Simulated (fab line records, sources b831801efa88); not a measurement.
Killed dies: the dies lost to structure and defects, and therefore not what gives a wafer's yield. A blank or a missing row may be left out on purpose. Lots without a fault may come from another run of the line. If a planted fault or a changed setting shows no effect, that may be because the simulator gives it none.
Code-filled problem report in 8D (eight disciplines) form | flow sky130 | the parts of the form that need people (team, actions taken, sign-off) are left out

== 1. WHAT IS WRONG ==
Wafers free of any fault read 0.337 ohm/sq (standard deviation 0.0037) for CONTACT_W_RS at SKY_CONTACT_RS_MEAS_25, against a mean of 1.018 ohm/sq on 2 wafers of 2 lots. That is +99 or more standard deviations from the usual mean.
The step: measures by four-point-probe.
Seen first at day 35 08:45 on film metro-02, wafer L688.2. The record has a number at this step for 33 wafers belonging to 11 lots. The rule behind "out" and "out of limits": a value lying over 4 standard deviations away from the usual mean. All remaining wafers that have a number are taken as sound.

== 2. WHAT IT IS, AND WHAT IT ISN'T ==
question                    | is                | is not
which readings at this step | CONTACT_W_RS      | -
which lots                  | L688, L689        | L677, L678, L684, L694, L695, L696, L698, L699, L700
which wafers of those lots  | L688.2, L689.3    | L688.4, L688.5, L689.1, L689.4
read on which gauges        | film metro-02     | film metro-01, film metro-04
when                        | from day 35 08:45 | up to then (11 sound wafers); but 20 sound wafers of L689, L694, L695, L696, L698, L699, L700 came after

== 3. WHAT RULES OUT EACH SUSPECT ==
Counting: if a tool at a process step up to the reading ran every lot that is out, it stays a suspect. Sound lots after the first of them don't rule it out here, since some wafers of a struck lot are sound.
- the gauge at SKY_CONTACT_RS_MEAS_25 is ruled out. All the wafers that are out were read on film metro-02, but those of them that SKY_CONTACT_CMP_27 has rows for are out there too, on other tools.
- cvd w-01 at SKY_CONTACT_CVD_24 (deposits W, target thk 340 nm, time 102.12 s): kept. Ran every lot that is out, first one L688 (day 35 08:37); last sound lot up to then L678 (day 32 05:55).
Left after counting: cvd w-01 at SKY_CONTACT_CVD_24.

== 4. THE CAUSE (what the simulator had put in) ==
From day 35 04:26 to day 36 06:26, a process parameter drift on cvd w-01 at SKY_CONTACT_CVD_24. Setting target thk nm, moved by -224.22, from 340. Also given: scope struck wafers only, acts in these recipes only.
Only this tool survived the counting.

== 5. THE CHAIN OF EFFECTS, in route order ==
One row per reading whose mean, taken over the struck wafers that have a number, lies over 3 standard deviations from the usual. Scope: only readings with a usual standard deviation given in the record; hours: median across lots of the time from each lot's start at the first step in this table that gives one to its start at this step; sigmas: change in usual standard deviations.
hours | step                    | reading            | usual        | on struck wafers | change | sigmas
0     | SKY_CONTACT_RS_MEAS_25  | CONTACT_W_RS       | 0.337 ohm/sq | 1.018            | +0.681 | +99 or more
0     | SKY_CONTACT_THK_MEAS_26 | CONTACT_W_THK      | 343 nm       | 116              | -228   | -45
0     | SKY_CONTACT_CMP_27      | time to endpoint s | 82 s         | 30               | -52    | -11
The process steps in it:
- SKY_CONTACT_CMP_27: polishes, stops on SiO2, t overpolish 15 s, target thk 0 nm.

== 6. WHAT WOULD HAVE CAUGHT IT SOONER ==
Counted from the fault's start at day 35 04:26, it took 4 hours until the first out-of-limits reading at a measuring or inspecting step in this record, taken at day 35 08:45.
Of the tool readings at SKY_CONTACT_CVD_24 for which the record gives a usual standard deviation, none was out on any struck wafer, so an alarm limit of 4 standard deviations on them would not have fired.
Lots out: 2; of these, L689 started SKY_CONTACT_CVD_24 on cvd w-01 after day 35 08:45. Holding the tool at that time would have saved it.
